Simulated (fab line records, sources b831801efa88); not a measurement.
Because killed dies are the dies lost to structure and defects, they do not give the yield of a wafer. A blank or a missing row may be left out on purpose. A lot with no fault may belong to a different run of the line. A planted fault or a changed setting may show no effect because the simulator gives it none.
Which of the tools did it?	flow sfq-line	Sampling: 7 lots, 20 wafers, 2 of 325 route steps

## WHAT THE GAUGES READ, wafer by wafer
SFQ_L0_RS_MEAS_901: measures by four-point-probe.
lot	measured	on	L0_MONX_KI_RS (ohm/sq)
L417	day 1 17:34	film-metro-03	43.3 42.6 43.5
L421	day 2 13:34	film-metro-03	43.9 43.9 44.0
L424	day 3 04:34	film-metro-02	43.6 42.4 43.4
L426	day 3 14:34	film-metro-02	42.8 43.6 44.1
L429	day 4 05:34	film-metro-03	43.5 81.1 86.3
L436	day 5 16:35	film-metro-01	79.8 83.7
L438	day 6 02:34	film-metro-03	41.7 42.1 42.9

## WHAT TOOL EACH LOT RAN ON (gives the tool, then ch and the chambers of the sampled wafers, and finally the start)
lot	SFQ_TRILAYER_L0_DEP_SPUTTER_003
L417	pvd-sputter-05, day 1 17:29
L421	pvd-sputter-05, day 2 13:29
L424	pvd-sputter-03, day 3 04:29
L426	pvd-sputter-03, day 3 14:29
L429	pvd-sputter-03, day 4 05:29
L436	pvd-sputter-03, day 5 16:29
L438	pvd-sputter-05, day 6 02:29
- SFQ_TRILAYER_L0_DEP_SPUTTER_003: material MoNx KI, target thk 40 nm, time 100 s.

## THE ANSWER, worked out from the rows above alone
Rule: what is usual is taken from the lots themselves. Put in order of their means at a reading, lots are off if they are a third of the lots or fewer, leave a main group of 4 or more, and stand apart from it by a gap of 3 or more times the standard deviation of the main group's means; of several such gaps the widest counts. Not used: any main group whose means are identical at the precision the tables above print for the reading. Also off: a lot with no number at a reading for which 4 or more lots have one. The other lots that the step has rows for count as sound.
Off: L429, L436, at SFQ_L0_RS_MEAS_901 (L0_MONX_KI_RS). Main group: mean 43.2 ohm/sq, sd 0.56.
A tool fits if, at a process step before that reading, it ran every lot that is off, and no sound lot after the first of them. Those tools and the gauges at SFQ_L0_RS_MEAS_901 are tried in the same way. One fits: pvd-sputter-03 at SFQ_TRILAYER_L0_DEP_SPUTTER_003. A fault onset in the window from L426 (day 3 14:29, its last sound lot) to L429 (day 4 05:29, its first lot off) fits.

## WHAT WAS PUT IN BY THE SIMULATOR
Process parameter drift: pvd-sputter-03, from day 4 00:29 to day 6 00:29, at SFQ_TRILAYER_L0_DEP_SPUTTER_003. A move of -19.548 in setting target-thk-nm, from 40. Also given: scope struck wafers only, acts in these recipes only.
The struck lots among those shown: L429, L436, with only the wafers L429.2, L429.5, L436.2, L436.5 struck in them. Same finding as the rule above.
